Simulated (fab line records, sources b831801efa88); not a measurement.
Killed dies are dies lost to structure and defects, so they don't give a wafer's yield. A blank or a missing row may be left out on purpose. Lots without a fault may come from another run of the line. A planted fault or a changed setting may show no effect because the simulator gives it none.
Which tool did it? | flow sky130 | 11 lots, 32 wafers sampled, at 4 steps of a route of 708

WHAT THE GAUGES READ, wafer by wafer
SKY_PASSIVATION_THK_MEAS_03.
lot  | measured     | on            | PASSIVATION_CVD_02_THK (nm)
L784 | day 43 21:24 | film_metro-04 | 539 541 537
L785 | day 44 05:25 | film_metro-01 | 535 550 549
L787 | day 44 16:16 | film_metro-01 | 534 549 537
L789 | day 45 05:47 | film_metro-02 | 538 543 547
L790 | day 45 13:41 | film_metro-02 | 534 531 535
L791 | day 45 17:55 | film_metro-02 | 534 550 548
L797 | day 47 10:17 | film_metro-04 | 534 582
L798 | day 47 18:26 | film_metro-01 | 548 548 548
L802 | day 48 10:25 | film_metro-02 | 538 543 548
L805 | day 49 15:39 | film_metro-04 | 534 536 545
L806 | day 49 16:07 | film_metro-01 | 540 539 542

WHICH TOOL RAN EACH LOT (tool, then ch and the chambers of the sampled wafers, then the start)
lot  | SKY_METAL5_SPUTTER_03        | SKY_PASSIVATION_CVD_00          | SKY_PASSIVATION_CVD_02
L784 | pvd_sputter-01, day 42 21:14 | pecvd-03 ch 0,2, day 43 21:06   | pecvd-04 ch 0,1,2, day 43 21:11
L785 | pvd_sputter-01, day 43 06:07 | pecvd-04 ch 0,1, day 44 05:07   | pecvd-02 ch 0,1,2, day 44 05:11
L787 | pvd_sputter-02, day 43 17:16 | pecvd-04 ch 0,1, day 44 15:56   | pecvd-02 ch 0,1, day 44 16:01
L789 | pvd_sputter-01, day 44 07:10 | pecvd-02 ch 1,2, day 45 05:28   | pecvd-04 ch 0,1,2, day 45 05:33
L790 | pvd_sputter-04, day 44 14:47 | pecvd-02 ch 0,1,2, day 45 13:23 | pecvd-03 ch 0,1,2, day 45 13:28
L791 | pvd_sputter-04, day 44 18:49 | pecvd-04 ch 0,1, day 45 17:37   | pecvd-03 ch 0,1,2, day 45 17:42
L797 | pvd_sputter-04, day 46 13:59 | pecvd-02 ch 1, day 47 09:58     | pecvd-03 ch 0,2, day 47 10:02
L798 | pvd_sputter-02, day 46 21:02 | pecvd-03 ch 0,1,2, day 47 18:00 | pecvd-04 ch 1, day 47 18:05
L802 | pvd_sputter-01, day 47 14:15 | pecvd-04 ch 1,2, day 48 10:07   | pecvd-02 ch 0,1, day 48 10:12
L805 | pvd_sputter-02, day 48 20:56 | pecvd-02 ch 0,2, day 49 15:20   | pecvd-04 ch 0,1,2, day 49 15:25
L806 | pvd_sputter-01, day 48 21:14 | pecvd-03 ch 0,1,2, day 49 15:49 | pecvd-02 ch 0,1,2, day 49 15:54
- SKY_METAL5_SPUTTER_03: material Ti, target thk 5 nm, time 3.3 s.
- SKY_PASSIVATION_CVD_00: deposits SiO2, target thk 90 nm.
- SKY_PASSIVATION_CVD_02: deposits Si3N4, target thk 540 nm.

WHAT THE TOOLS THEMSELVES READ (means of the sampled wafers that have a number; where no wafer has one, the mark that the record gives instead)
SKY_METAL5_SPUTTER_03.
lot  | tool           | throttle_valve_pct (%)
L784 | pvd_sputter-01 | 28.9
L785 | pvd_sputter-01 | 29.4
L787 | pvd_sputter-02 | 29.4
L789 | pvd_sputter-01 | 29.5
L790 | pvd_sputter-04 | 29.6
L791 | pvd_sputter-04 | 29.5
L797 | pvd_sputter-04 | 29.4
L798 | pvd_sputter-02 | 28.2
L802 | pvd_sputter-01 | 28.9
L805 | pvd_sputter-02 | 29.9
L806 | pvd_sputter-01 | 29.1

SKY_PASSIVATION_CVD_00.
lot  | tool     | heater_power_outer_w (W) | heater_power_w (W)
L784 | pecvd-03 | 368                      | 624
L785 | pecvd-04 | 378                      | 616
L787 | pecvd-04 | 399                      | 659
L789 | pecvd-02 | 343                      | 597
L790 | pecvd-02 | 413                      | 667
L791 | pecvd-04 | 424                      | 679
L797 | pecvd-02 | 378                      | 642
L798 | pecvd-03 | 366                      | 633
L802 | pecvd-04 | 440                      | 742
L805 | pecvd-02 | 388                      | 648
L806 | pecvd-03 | 375                      | 659

SKY_PASSIVATION_CVD_02.
lot  | tool     | heater_power_outer_w (W) | heater_power_w (W)
L784 | pecvd-04 | 432                      | 708
L785 | pecvd-02 | 417                      | 679
L787 | pecvd-02 | 474                      | 742
L789 | pecvd-04 | 401                      | 673
L790 | pecvd-03 | 448                      | 745
L791 | pecvd-03 | 414                      | 708
L797 | pecvd-03 | 406                      | 653
L798 | pecvd-04 | 458                      | 738
L802 | pecvd-02 | 491                      | 783
L805 | pecvd-04 | 417                      | 679
L806 | pecvd-02 | 442                      | 707

THE ANSWER, worked out from the rows above alone
Rule: what is usual is taken from the lots themselves. Put in order of their means at a reading, lots are off if they are a third of the lots or fewer, leave a main group of 4 or more, and stand apart from it by a gap of 3 or more times the standard deviation of the main group's means; of several such gaps the widest counts. A main group whose means are all the same, to the digits that the tables above print for the reading, isn't used. A lot without any number at a reading at which 4 lots or more have one is off too. The other lots that the step has rows for count as sound. The gauges are gone through in route order, then the tools' own readings, and for those a lot's mean is taken as printed above. The first step at which some lot is off is used, and at that step the reading that is off furthest; a lot without a number counts as furthest.
No lot is off at any reading shown: from this, nothing can be told.

WHAT THE SIMULATOR HAD PUT IN
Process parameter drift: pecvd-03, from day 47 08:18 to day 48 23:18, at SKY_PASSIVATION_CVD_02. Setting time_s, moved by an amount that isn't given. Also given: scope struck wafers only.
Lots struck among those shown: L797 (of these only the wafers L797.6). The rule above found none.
